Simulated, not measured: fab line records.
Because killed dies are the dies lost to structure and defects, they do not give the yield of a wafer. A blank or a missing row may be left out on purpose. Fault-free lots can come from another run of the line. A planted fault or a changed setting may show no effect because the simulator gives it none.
Chamber matching    flow gf180mcu    GF_V1_CMP_04 on cmp-02 has 4 sister chambers
The step polishes SiO2. 18 wafers are shown with their chamber, then 9 later ones without.

## WAFERS WITH THEIR CHAMBER
wafer   chamber  motorCurrentA (A)  timeToEndpointS (s)  edgeZonePressureFrac
L846.1  0        12.1               88                   1.005
L846.5  2        10.4               87                   0.992
L846.6  1        10.2               92                   1.007
L849.2  2        10.9               75                   1.002
L849.3  0        11.5               76                   1.001
L849.6  2        10.7               75                   1.000
L851.1  2        10.5               76                   0.994
L851.2  3        13.3               79                   0.999
L851.6  0        11.7               91                   0.998
L855.2  1        10.6               83                   0.995
L855.3  0        12.5               88                   0.996
L855.6  0        12.3               85                   0.994
L857.3  2        10.5               76                   1.010
L857.5  0        11.9               87                   0.997
L857.6  1        10.5               103                  1.006
L858.1  0        11.5               87                   0.992
L859.1  3        13.5               85                   1.001
L859.4  2        11.0               101                  1.001

SIGNATURES (averages over the wafers above)
reading               chamber 0  chamber 1  chamber 2  chamber 3  scatter within a chamber
motorCurrentA         11.929     10.433     10.667     13.400     0.306
timeToEndpointS       86.00      92.67      81.67      82.00      8.06
edgeZonePressureFrac  0.99757    1.00267    0.99983    1.00000    0.00541
Rule: a wafer's distance from a chamber is the root of the sum, over the readings, of the square of ((its reading less the chamber's mean) divided by the reading's scatter). If the next closest chamber is less than 2 further off than the closest, the wafer can't be placed; otherwise it belongs to the closest. How the scatter is found: for the shown wafers, subtract from each reading the mean of its chamber, square and add these, divide the total by (wafers less chambers), then take the root.

## WAFERS WITHOUT THEIR CHAMBER
wafer   motorCurrentA (A)  timeToEndpointS (s)  edgeZonePressureFrac
L866.3  12.5               76                   0.999
L866.4  13.3               81                   0.998
L866.6  11.5               83                   0.996
L868.1  12.0               77                   0.998
L868.4  12.8               85                   0.991
L868.5  10.7               87                   1.006
L867.2  13.8               77                   1.003
L867.3  11.4               83                   0.999
L867.6  10.6               84                   0.997

## CHAMBER TAKEN BY EACH
wafer   from the rows above           in truth
L866.3  can't be placed: 0 or 3       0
L866.4  3                             3
L866.6  can't be placed: 0 or 2       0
L868.1  0                             0
L868.4  can't be placed: 3 or 0       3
L868.5  can't be placed: 1 or 2       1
L867.2  3                             3
L867.3  can't be placed: 0 or 2 or 1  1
L867.6  can't be placed: 2 or 1       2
Correct placement for 3 of the 9. Not placeable from these rows: 6 (in 6, the candidates include the true chamber). Wrongly placed: 0.
